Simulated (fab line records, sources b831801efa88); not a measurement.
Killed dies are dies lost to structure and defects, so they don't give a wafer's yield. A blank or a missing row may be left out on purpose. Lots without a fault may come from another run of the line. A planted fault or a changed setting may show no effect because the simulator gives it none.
fab line records | flow sky130
record lots=6 wafers=17 last_day=50
route steps=708 shown METAL1@454 VIA1@458 PAD_OPEN@708
lots that met no fault: from a run of the same line without faults
start_h: hours from the record's first day to the start of the lot's first wafer shown | wait_h: hours since the lot's step before | " the same as in the row above | L1.1+2: a row that stands for several wafers | - no value, or no start given | * or withheld: withheld | < > ~ a bound
route shown NAME@n: a module of which the file shows steps, and the number in the route of the first | usual: mean/standard deviation of fault-free wafers | same: alike in all rows | chamber/n: place in a boat | sites: the reading at each site | _std_site: their standard deviation | _edge_site: outer sites' mean less inner sites' | radius_mm: how far each site lies from the wafer's centre | mask NAME#n: copy n | behind: the tool/chamber that last shaped the wafer | hold: why the lot was held/for how many hours/how that ended | device: the transistor (n, p or np) that didn't switch | end of line: the same wafers' tests at the end of the route | a step without rows: its recipe alone | killed: dies lost to structure and defects at the first sort, not the wafer's yield | map: a wafer's dies, x killed, . not, _ none there
set.NAME: the setting as run; set.NAME@STEP: as run at that earlier step | model.NAME: the simulator's own value behind a step, which no gauge read
lots at some steps of the route; a table a step, a row a wafer
services: from which hour (start_h, from the record's first day; less than 0 if before it) a tool's chamber was out of use, for how many hours, and why
## steps
# step SKY_METAL1_STRIP_20
# recipe chemistry=O2/N2 power_w=1400 pressure_mtorr=1500 platen_temp_c=withheld o2_flow_sccm=3000 n2_flow_sccm=300 overash_fraction=0.5
# usual drypump_motor_current_A=5.9/0.37 oes_product_au=0.344/0.0049 strip_time_to_endpoint_s=2.72/0.034
# same overash_fraction=0.5
# columns lot.wafer tool chamber start_h wait_h drypump_motor_current_A oes_product_au rf_hours_counter_h strip_time_to_endpoint_s
L137.1 plasma_asher-04 0 833.54 0.1 5.9 0.343 41 2.69
L137.2 " 1 " " 6.3 0.347 41 2.72
L137.4 " 0 " " 5.9 0.340 - 2.70
L141.4 plasma_asher-04 1 858.45 0.1 6.3 0.340 - 2.66
L141.5 " 0 " " 5.9 0.342 - 2.63
L141.6 " 1 " " 6.3 0.339 - 2.69
L144.2 plasma_asher-04 0 885.99 0.1 5.9 0.345 46 2.75
L144.5 " 0 " " 5.9 0.344 - 2.78
L145.3 plasma_asher-01 0 904.12 0.1 5.1 0.343 - 2.77
L145.5 " 0 " " 5.1 0.347 - 2.74
L145.6 " 1 " " 6.1 0.346 - 2.73
L149.2 plasma_asher-02 0 920.49 0.1 6.0 0.345 77 2.76
L149.3 " 1 " " 6.2 0.353 - 2.78
L149.4 " 0 " " 6.0 0.345 - 2.77
L151.1 plasma_asher-04 1 933.32 0.1 6.3 0.349 51 2.71
L151.2 " 0 " " 5.9 0.350 51 2.74
L151.6 " 1 " " 6.3 0.346 - 2.74
# step SKY_METAL1_STRIP_21
# recipe chemistry=post_etch_residue_remover time_s=1200 temp_c=72.5
# step SKY_METAL1_CLEAN_22
# recipe chemistry=IPA time_s=180 temp_c=25
# step SKY_METAL1_CLEAN_23
# recipe chemistry=O3/DIW dry=n2_spin
# step SKY_VIA1_HDPCVD_00
# recipe material=SiO2 target_thk_nm=1030 sigma_open_frac=0.3 time_s=171.7 temp_c=400 sih4_flow_sccm=60 pressure_mtorr=6
# step SKY_VIA1_THK_MEAS_01
# recipe reads=SiO2_of_VIA1_HDPCVD_00
# usual VIA1_HDPCVD_THK=1034/8.4
# columns lot.wafer tool chamber start_h wait_h VIA1_HDPCVD_THK[nm]
L137.1 film_metro-01 - 834.28 0.1 1032
L137.2 " - " " 1028
L137.4 " - " " 1031
L141.4 film_metro-02 - 859.18 0.0 1017
L141.5 " - " " 1028
L141.6 " - " " 1028
L144.2 film_metro-01 - 886.80 0.1 1038
L144.5 " - " " 1020
L145.3 film_metro-01 - 904.82 0.1 1034
L145.5 " - " " 1040
L145.6 " - " " 1050
L149.2 film_metro-02 - 921.22 0.1 1021
L149.3 " - " " 1032
L149.4 " - " " 1031
L151.1 film_metro-03 - 934.31 0.1 1044
L151.2 " - " " 1036
L151.6 " - " " 1037
# step SKY_VIA1_CMP_02
# recipe material=SiO2 down_force_psi=4 platen_rpm=60 pad_velocity_m_s=0.94248
# usual motor_current_A=12.2/1.4
# columns lot.wafer tool chamber start_h wait_h motor_current_A
L137.1 cmp-02 1 834.39 0.1 12.5
L137.2 " 2 " " 11.1
L137.4 " 3 " " 11.3
L141.4 cmp-02 3 859.21 0.0 11.4
L141.6 " 3 " " 11.3
L141.5 " 0 " " 13.5
L144.2 cmp-01 2 886.95 0.1 12.4
L144.5 " 1 " " 10.4
L145.3 cmp-02 3 905.01 0.2 11.2
L145.5 " 0 " " 13.9
L145.6 " 1 " " 12.7
L149.2 cmp-02 2 921.27 0.0 11.1
L149.3 " 0 " " 14.0
L149.4 " 1 " " 13.1
L151.2 cmp-01 3 934.47 0.1 14.3
L151.1 " 0 " " 12.4
L151.6 " 2 " " 12.1
# step SKY_VIA1_BOW_MEAS_03
# recipe mode=bow
# usual VIA1_BOW=82/7.4
# columns lot.wafer tool chamber start_h wait_h VIA1_BOW[um]
L137.1 film_metro-02 - 834.64 0.2 89
L137.2 " - " " 89
L137.4 " - " " 87
L141.4 film_metro-01 - 859.57 0.3 86
L141.5 " - " " 79
L141.6 " - " " 74
L144.2 film_metro-02 - 887.19 0.2 88
L144.5 " - " " 79
L145.3 film_metro-02 - 905.20 0.1 86
L145.5 " - " " 79
L145.6 " - " " 82
L149.2 film_metro-03 - 921.59 0.3 78
L149.3 " - " " 83
L149.4 " - " " 89
L151.1 film_metro-01 - 934.75 0.2 84
L151.2 " - " " 80
L151.6 " - " " 90
# step SKY_VIA1_DEHYDRATE_04
# recipe temp_c=200 time_s=60
# step SKY_VIA1_HMDS_05
# recipe prime_time_s=60 prime_temp_c=120
# step SKY_VIA1_COAT_06
# recipe resist=BARC temp_c=withheld time_s=withheld spin_rpm=3000 resist_thk_nm=60
# step SKY_VIA1_COAT_07
# recipe resist=KrF-thick spin_rpm=3000 resist_thk_nm=450
# step SKY_VIA1_SOFTBAKE_08
# recipe temp_c=100 time_s=90 resist=KrF-thick
# usual exhaust_pa=44.8/0.78 heater_power_total_W=57.36/0.12 plate_temp_C=99.99/0.14
# columns lot.wafer tool chamber start_h wait_h exhaust_pa heater_power_total_W plate_temp_C
L137.1 litho_track-01 0 848 - 45.4 57.30 99.86
L137.2 " 0 " " 45.0 57.25 100.07
L137.4 " 0 " " 45.4 57.41 99.77
L141.4 litho_track-04 0 873 - 44.5 57.27 99.92
L141.5 " 0 " " 44.1 57.28 99.90
L141.6 " 0 " " 44.9 57.52 99.89
L144.2 litho_track-01 0 899 - 43.7 56.88 99.40
L144.5 " 0 900 - 44.4 56.76 99.53
L145.3 litho_track-01 0 916 - 45.2 56.71 99.35
L145.5 " 0 " " 44.4 56.87 99.31
L145.6 " 0 " " 44.7 56.87 99.34
L149.2 litho_track-04 0 934 - 43.9 57.41 99.74
L149.3 " 0 " " 43.8 57.20 99.93
L149.4 " 0 " " 43.7 57.22 99.75
L151.1 litho_track-04 0 946 - 45.0 57.28 99.97
L151.2 " 0 " " 45.8 57.30 100.08
L151.6 " 0 " " 44.6 57.52 99.92
# step SKY_VIA1_EXPOSE_09
# recipe mask_id=VIM na=0.8 source_shape=annular sigma_inner=0.55 sigma_outer=0.85 target_cd_nm=150 dose_mj=38
# step SKY_PAD_OPEN_PROBE_99
# usual defect_limited_yield=82.0/2.1 killed_at_M0_to_M3=45/7 killed_at_M4_up=3.4/1.8 killed_at_contacts=24/5.4 killed_at_front_end=16/4.8 killed_at_other=0.4/0.62 killed_dies=89/10 killed_open=48/7.2 killed_short=40/6.3 sort_bin_3_pad_short=0.9/0.39 sort_bin_5_function=10.7/1.5 sort_bin_6_memory=6.4/1.1 sort_n_pass=403/10 sort_yield_pct=82.0/2.1
# same gross_dies=492 killed_at_back_side=0 sort_bin_4_leakage[%]=0 sort_bin_8_speed[%]=0
# columns lot.wafer tool chamber start_h wait_h defect_limited_yield[%] killed_at_M0_to_M3 killed_at_M4_up killed_at_contacts killed_at_front_end killed_at_other killed_dies killed_open killed_short sort_bin_3_pad_short[%] sort_bin_5_function[%] sort_bin_6_memory[%] sort_n_pass sort_yield_pct[%]
L137.1 prober-01 - 1129.37 0.1 83.5 41 2 30 8 0 81 55 26 0.6 9.1 6.7 411 83.5
L137.2 prober-01 - 1129.42 0.1 77.8 51 6 28 23 1 109 64 45 1.2 13.4 7.5 383 77.8
L137.4 prober-01 - 1129.52 0.2 80.7 53 3 28 10 1 95 57 37 0.2 11.8 7.3 397 80.7
L141.4 prober-01 - 1148.13 0.2 83.1 49 1 22 11 0 83 47 35 1.6 10.0 5.3 409 83.1
L141.5 prober-01 - 1148.18 0.2 82.7 33 8 27 16 1 85 44 41 1.0 9.8 6.5 407 82.7
L141.6 prober-01 - 1148.23 0.2 83.7 47 4 20 9 0 80 44 36 0.4 10.0 5.9 412 83.7
L144.2 prober-02 - 1167.42 0.1 85.2 37 3 20 12 1 73 39 34 0.8 9.1 4.9 419 85.2
L144.5 prober-02 - 1167.57 0.2 81.5 48 4 22 16 1 91 52 37 1.2 11.6 5.7 401 81.5
L145.3 prober-01 - 1176.87 0.2 82.3 42 1 23 19 2 87 47 38 0.4 11.0 6.3 405 82.3
L145.5 prober-01 - 1176.97 0.2 84.6 40 3 21 12 0 76 47 29 0.6 7.9 6.9 416 84.6
L145.6 prober-01 - 1177.02 0.2 85.4 42 3 18 9 0 72 49 23 0.6 9.8 4.3 420 85.4
L149.2 prober-01 - 1188.14 0.1 80.1 45 2 31 20 0 98 53 45 0.6 12.4 6.9 394 80.1
L149.3 prober-01 - 1188.19 0.2 81.1 44 1 22 26 0 93 53 40 0.6 11.2 7.1 399 81.1
L149.4 prober-01 - 1188.24 0.2 82.1 33 2 18 35 0 88 47 41 1.0 11.0 5.9 404 82.1
L151.1 prober-01 - 1196.17 0.1 84.1 35 1 30 12 0 78 41 37 0.4 9.1 6.3 414 84.1
L151.2 prober-01 - 1196.22 0.1 82.7 41 3 27 14 0 85 48 37 0.8 8.3 8.1 407 82.7
L151.6 prober-01 - 1196.42 0.2 79.5 45 7 29 20 0 101 55 46 0.4 12.4 7.7 391 79.5
# killed by level:class
L137.1 CONTACT:geometric_particle:open=15 VIA1:geometric_particle:open=11 VIA3:geometric_particle:open=9 VIA2:geometric_particle:open=8 LI_CONTACT:geometric_particle:open=6 CONTACT:geometric_particle:short=4 METAL2:geometric_particle:short=4 LI_CONTACT:geometric_particle:short=3
L137.2 VIA1:geometric_particle:open=17 LI_CONTACT:geometric_particle:open=13 VIA1:geometric_particle:short=9 CONTACT:geometric_particle:open=9 FIELD_ISO:geometric_particle:short=8 FIELD_ISO:geometric_particle:open=7 VIA2:geometric_particle:open=6 METAL2:geometric_particle:short=5
L137.4 VIA1:geometric_particle:open=14 VIA3:geometric_particle:open=11 CONTACT:geometric_particle:open=10 LI_CONTACT:geometric_particle:open=9 VIA3:geometric_particle:short=8 METAL1:geometric_particle:short=5 LI_CONTACT:geometric_particle:short=4 VIA2:geometric_particle:open=4
L141.4 VIA1:geometric_particle:open=11 CONTACT:geometric_particle:open=9 VIA2:geometric_particle:open=9 LOCAL_INTERCONNECT:geometric_particle:short=6 METAL2:geometric_particle:short=6 VIA3:geometric_particle:open=6 METAL1:geometric_particle:short=5 FIELD_ISO:geometric_particle:short=4
L141.5 LI_CONTACT:geometric_particle:open=10 VIA1:geometric_particle:open=7 METAL4:geometric_particle:short=7 POLY_GATE:geometric_particle:open=6 VIA3:geometric_particle:open=6 VIA1:geometric_particle:short=6 LOCAL_INTERCONNECT:geometric_particle:short=5 CONTACT:geometric_particle:open=5
L141.6 METAL1:geometric_particle:short=12 VIA3:geometric_particle:open=8 VIA1:geometric_particle:open=7 CONTACT:geometric_particle:open=6 VIA1:geometric_particle:short=6 VIA2:geometric_particle:open=6 LI_CONTACT:geometric_particle:open=5 LOCAL_INTERCONNECT:geometric_particle:short=4
L144.2 CONTACT:geometric_particle:open=7 VIA1:geometric_particle:open=6 VIA2:geometric_particle:open=6 LI_CONTACT:geometric_particle:open=5 METAL1:geometric_particle:short=5 POLY_GATE:geometric_particle:short=4 VIA2:geometric_particle:short=4 VIA3:geometric_particle:open=4
L144.5 VIA1:geometric_particle:open=12 CONTACT:geometric_particle:open=9 METAL1:geometric_particle:short=7 METAL2:geometric_particle:short=7 VIA2:geometric_particle:open=7 LI_CONTACT:geometric_particle:open=6 FIELD_ISO:geometric_particle:open=5 CONTACT:geometric_particle:short=4
L145.3 VIA1:geometric_particle:open=10 LI_CONTACT:geometric_particle:open=8 POLY_GATE:geometric_particle:open=7 METAL2:geometric_particle:short=7 METAL1:geometric_particle:short=7 VIA2:geometric_particle:open=6 POLY_GATE:geometric_particle:short=4 CONTACT:geometric_particle:open=4
L145.5 CONTACT:geometric_particle:open=12 VIA1:geometric_particle:open=12 VIA2:geometric_particle:open=7 VIA1:geometric_particle:short=6 METAL1:geometric_particle:short=5 FIELD_ISO:geometric_particle:short=4 LI_CONTACT:geometric_particle:open=4 VIA3:geometric_particle:open=4
L145.6 VIA2:geometric_particle:open=12 VIA1:geometric_particle:open=7 CONTACT:geometric_particle:open=6 LI_CONTACT:geometric_particle:open=6 VIA3:geometric_particle:open=6 VIA1:geometric_particle:short=6 POLY_GATE:geometric_particle:open=3 METAL2:geometric_particle:open=3
L149.2 CONTACT:geometric_particle:open=12 VIA1:geometric_particle:open=11 VIA1:geometric_particle:short=8 CONTACT:geometric_particle:short=7 VIA2:geometric_particle:open=7 FIELD_ISO:geometric_particle:short=5 FIELD_ISO:geometric_particle:open=5 LI_CONTACT:geometric_particle:open=5
L149.3 CONTACT:geometric_particle:open=14 VIA2:geometric_particle:open=10 VIA1:geometric_particle:open=9 FIELD_ISO:geometric_particle:short=8 FIELD_ISO:geometric_particle:open=7 POLY_GATE:geometric_particle:short=6 METAL1:geometric_particle:short=6 METAL2:geometric_particle:short=5
L149.4 FIELD_ISO:geometric_particle:short=12 VIA1:geometric_particle:open=12 CONTACT:geometric_particle:open=9 METAL1:geometric_particle:short=7 POLY_GATE:geometric_particle:short=6 LI_CONTACT:geometric_particle:open=6 FIELD_ISO:geometric_particle:open=5 POLY_GATE:geometric_particle:open=3
L151.1 CONTACT:geometric_particle:open=9 VIA1:geometric_particle:open=7 CONTACT:geometric_particle:short=6 LI_CONTACT:geometric_particle:open=6 LOCAL_INTERCONNECT:geometric_particle:short=6 METAL1:geometric_particle:short=5 VIA1:geometric_particle:short=5 VIA2:geometric_particle:open=5
L151.2 VIA1:geometric_particle:open=12 VIA2:geometric_particle:open=9 CONTACT:geometric_particle:short=8 CONTACT:geometric_particle:open=8 POLY_GATE:geometric_particle:short=6 VIA3:geometric_particle:open=6 LI_CONTACT:geometric_particle:open=5 LOCAL_INTERCONNECT:geometric_particle:short=3
L151.6 VIA1:geometric_particle:open=15 LI_CONTACT:geometric_particle:open=10 LOCAL_INTERCONNECT:geometric_particle:short=8 VIA1:geometric_particle:short=7 VIA3:geometric_particle:open=6 VIA2:geometric_particle:open=6 FIELD_ISO:geometric_particle:open=5 CONTACT:geometric_particle:open=5
## services
# columns tool chamber start_h hours kind
cmp-01 - 822.74 0.8 repair
cmp-02 - 839.59 19.0 pm
cmp-02 - 894.61 0.9 repair
cmp-01 - 906.57 0.6 repair
cmp-01 - 911.36 4.8 pm
cmp-02 - 912.02 4.0 pm
cmp-02 - 916.02 - consumable_replace:conditioner
cmp-02 - 916.02 - consumable_replace:pad
litho_track-01 - 925.60 - consumable_replace:filter
## key
first_sign step=SKY_VIA1_SOFTBAKE_08 reading=plate_temp_C direction=down sigmas=4.5 usual=* struck=*
effect step=SKY_VIA1_SOFTBAKE_08 reading=heater_power_total_W direction=down sigmas=4.4 usual=* struck=*
met_at SKY_VIA1_SOFTBAKE_08
struck_wafers L144.2,L144.5,L145.3,L145.5,L145.6
loop_trim step=SKY_VIA1_EXPOSE_09 setting=dose lots=L145
onset_between 848 899
fault kind=process_parameter_drift tool=litho_track-01 chamber=- onset_h=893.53 steps=SKY_VIA1_SOFTBAKE_08 channel=temp_c offset=* shape=step end_h=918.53 acts_in=* stated=*
# loop_trim: a control loop set the setting to another value than it would have without faults
